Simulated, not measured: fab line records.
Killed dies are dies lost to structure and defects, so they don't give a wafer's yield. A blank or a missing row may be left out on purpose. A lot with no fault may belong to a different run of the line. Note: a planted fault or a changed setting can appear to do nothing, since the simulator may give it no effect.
A lot that was struck, set against a sound lot | flow sky130 | 19 out of 708 route steps
Sound: these wafers, L613.1, L613.3, L613.5. The struck wafers were L625.2, L625.3, L625.5. The cause is given at the end.
At each step with rows: each side's tool, then ch and its chambers, then its first start. Under that, the readings that differ: sound wafers | struck wafers | difference of the means | sigmas: that difference in standard deviations of wafers without a fault.
alike: readings with means less than 2 such deviations apart, plus words and numbers identical on both sides. not compared: withheld readings, readings lacking a value on some wafer, bounds such as >300 that could conceal the same value, and numbers that have no deviation in the record and whose values overlap.
The two part at a step that has a row with sigmas, a row that says differs or no value, or rows on one side only. Non-overlapping numbers with no deviation appear without sigmas and do not part them. A reading missing from all wafers of one side parts the sides only when that side holds two or more wafers.

first, 3 steps without rows for these wafers: SKY_POLY_CUT_EXPOSE_05 (exposes mask NPCM, target cd 270 nm); SKY_POLY_CUT_PEB_06; SKY_POLY_CUT_DEVELOP_07 (develop time 60 s).
SKY_POLY_CUT_CD_MEAS_08 targets a cd of 270 nm.
  struck on cd-sem-01, day 31 16:38; sound on cd-sem-01, day 28 02:49
  alike: cd-nm
SKY_POLY_CUT_OVL_MEAS_09:
  struck on overlay-02, day 31 16:44; sound on overlay-01, day 28 02:56
  alike: POLY_CUT_OVL
SKY_POLY_CUT_ETCH_10: etches BARC in N2/H2, stops on SiO2, time 45.9 s, target depth 60 nm.
  sound on rie-diel-04 ch 0,1, day 28 02:58; struck on rie-diel-03 ch 1,2,3, day 31 16:46
  alike: drypump-motor-current-A, h2-flow-sccm, oes-product-au, rf-fwd-power-W, throttle-valve-pct
  not compared: rf-hours-counter-h
SKY_POLY_CUT_ETCH_11: etches Si3N4 in CF4/CH2F2/Ar, stops on poly-Si, time 42.5 s, target depth 60 nm.
  sound on rie-diel-04 ch 0,1, day 28 03:01; struck on rie-diel-03 ch 1,2,3, day 31 16:49
  alike: drypump-motor-current-A, oes-product-au, rf-fwd-power-W, throttle-valve-pct
  not compared: rf-hours-counter-h
SKY_POLY_CUT_STRIP_12: strips in O2/N2.
  sound on plasma-asher-04 ch 1, day 28 03:03; struck on plasma-asher-01 ch 1, day 31 16:51
  alike: drypump-motor-current-A, oes-product-au, strip-time-to-endpoint-s
  not compared: rf-hours-counter-h
then, 4 steps without rows for these wafers: SKY_SD_P_DEHYDRATE_00 (time 60 s); SKY_SD_P_HMDS_01 (prime time 60 s); SKY_SD_P_COAT_02 (resist thk 1140 nm); SKY_SD_P_SOFTBAKE_03 (time 60 s).
SKY_SD_P_EXPOSE_04: exposes mask PSDM, target cd 380 nm.
  sound on iline-stepper-01 ch 0, day 28 17:32; struck on iline-stepper-01 ch 0, day 32 07:10
  reading                      | sound             | struck               | difference | sigmas
  model.SD_P.overlay-x-nm (nm) | 1.306 1.306 1.306 | -58.59 -58.59 -58.59 | -59.90     |
  alike: mask, stage-vel-mm-s
then, 2 steps without rows for these wafers: SKY_SD_P_PEB_05; SKY_SD_P_DEVELOP_06 (develop time 60 s).
SKY_SD_P_CD_MEAS_07 targets a cd of 380 nm.
  struck on cd-sem-02, day 32 19:32; sound on cd-sem-02, day 29 08:10
  alike: cd-nm
SKY_SD_P_OVL_MEAS_08:
  struck on overlay-02, day 32 19:38; sound on overlay-01, day 29 08:17
  reading       | sound         | struck            | difference | sigmas
  SD_P_OVL (nm) | 0.0 -0.2 -0.1 | -58.4 -59.0 -58.5 | -58.5      | -39
after that, 1 step had no rows for these wafers: SKY_SD_P_IMPLANT_09.
SKY_PAD_OPEN_PROBE_99:
  rows exist in the record for the sound wafers here (prober-02, day 48 15:38), none for the struck ones

## WHERE THEY PART
Earliest at SKY_SD_P_OVL_MEAS_08; latest, in this record, at SKY_PAD_OPEN_PROBE_99.

WHY: whatever the simulator had introduced
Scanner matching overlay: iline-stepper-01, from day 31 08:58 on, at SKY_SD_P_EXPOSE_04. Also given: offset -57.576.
